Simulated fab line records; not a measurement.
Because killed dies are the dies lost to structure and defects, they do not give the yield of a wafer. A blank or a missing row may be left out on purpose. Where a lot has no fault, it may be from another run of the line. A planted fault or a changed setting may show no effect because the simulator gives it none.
A lot that was struck, set against a sound lot ; flow gf180mcu ; 15 steps out of a route of 602
Sound: these wafers, L516.2, L516.3, L516.6. The struck wafers were L528.4, L528.5, L528.6. The cause comes at the end.
Order at every step that has rows: each side's tool, ch and its chambers, its first start. Under that, the readings that differ: sound wafers ; struck wafers ; difference of the means ; sigmas: that difference in standard deviations of wafers without a fault.
alike: readings with means less than 2 such deviations apart, plus words and numbers identical on both sides. not compared: withheld readings, readings lacking a value on some wafer, bounds such as >300 that could conceal the same value, and numbers that have no deviation in the record and whose values overlap.
Wherever a step has rows on one side only, a row that says differs or no value, or a row with sigmas, the two part there. When numbers do not overlap yet have no deviation, they are printed without sigmas and do not part them. A reading missing from all wafers of one side parts the sides only when that side holds two or more wafers.

GF_M2_SPUTTER_04: material TiN, target thk 50 nm, time 41.7 s.
  struck on pvd-sputter-04, day 24 04:44; sound on pvd-sputter-04, day 19 14:41
  alike: throttle-valve-pct
GF_M2_RS_MEAS_05: measures by four-point-probe.
  struck on film-metro-02, day 24 04:50; sound on film-metro-03, day 19 14:44
  alike: M2_ALCU_RS
GF_M2_THK_MEAS_06: measures by xrf.
  struck on film-metro-02, day 24 04:55; sound on film-metro-03, day 19 14:51
  alike: M2_ALCU_THK
then, 7 steps without rows for these wafers: GF_M2_DEHYDRATE_07 (time 60 s); GF_M2_HMDS_08 (prime time 60 s); GF_M2_COAT_09 (resist thk 1000 nm); GF_M2_SOFTBAKE_10 (time 60 s); GF_M2_EXPOSE_11 (exposes mask Metal2, target cd 280 nm); GF_M2_PEB_12 (peb time 90 s); GF_M2_DEVELOP_13 (develop time 60 s).
GF_M2_CD_MEAS_14: target cd 280 nm.
  struck on cd-sem-02, day 25 02:45; sound on cd-sem-01, day 20 16:23
  alike: cd-nm
GF_M2_OVL_MEAS_15:
  struck on overlay-01, day 25 02:49; sound on overlay-02, day 20 16:29
  alike: M2_OVL
GF_M2_METAL_ETCH_16: etches the open film in Cl2/BCl3, stops on SiO2, target depth 750.8 nm, time 129.4 s.
  sound on rie-metal-04 ch 0,1, day 20 16:31; struck on rie-metal-03 ch 0, day 25 02:58
reading;sound;struck;difference;sigmas
oes-product-au (a.u.);0.985 0.983 0.993;0.903 0.892 0.894;-0.091;-14
throttle-valve-pct (%);28.222 28.257 28.238;28.331 28.344 28.329;+0.096;+10
model.KrF_of_M2_COAT_09.thk-nm (nm);670 678.1 675.3;729.6 726.5 727.6;+53.4;
  alike: drypump-motor-current-A, he-backside-leak-sccm
  not compared: rf-hours-counter-h
GF_M2_STRIP_17: strips in O2/N2.
  sound on plasma-asher-02 ch 1, day 20 16:38; struck on plasma-asher-02 ch 0,1, day 25 03:08
reading;sound;struck;difference;sigmas
oes-product-au (a.u.);0.532 0.528 0.545;0.554 0.558 0.559;+0.022;+4
strip-time-to-endpoint-s (s);7.24 7.32 7.26;7.82 7.78 7.81;+0.53;+13
  alike: drypump-motor-current-A, heater-power-w
  not compared: rf-hours-counter-h
then, 1 step without rows for these wafers: GF_M2_STRIP_18 (strips in post etch residue remover, time 1200 s).

WHERE THEY PART
At GF_M2_METAL_ETCH_16 first; at GF_M2_STRIP_17 last (within this record only).

WHY: whatever the simulator had introduced
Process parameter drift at GF_M2_METAL_ETCH_16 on rie-metal-03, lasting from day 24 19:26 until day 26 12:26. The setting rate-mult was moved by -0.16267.
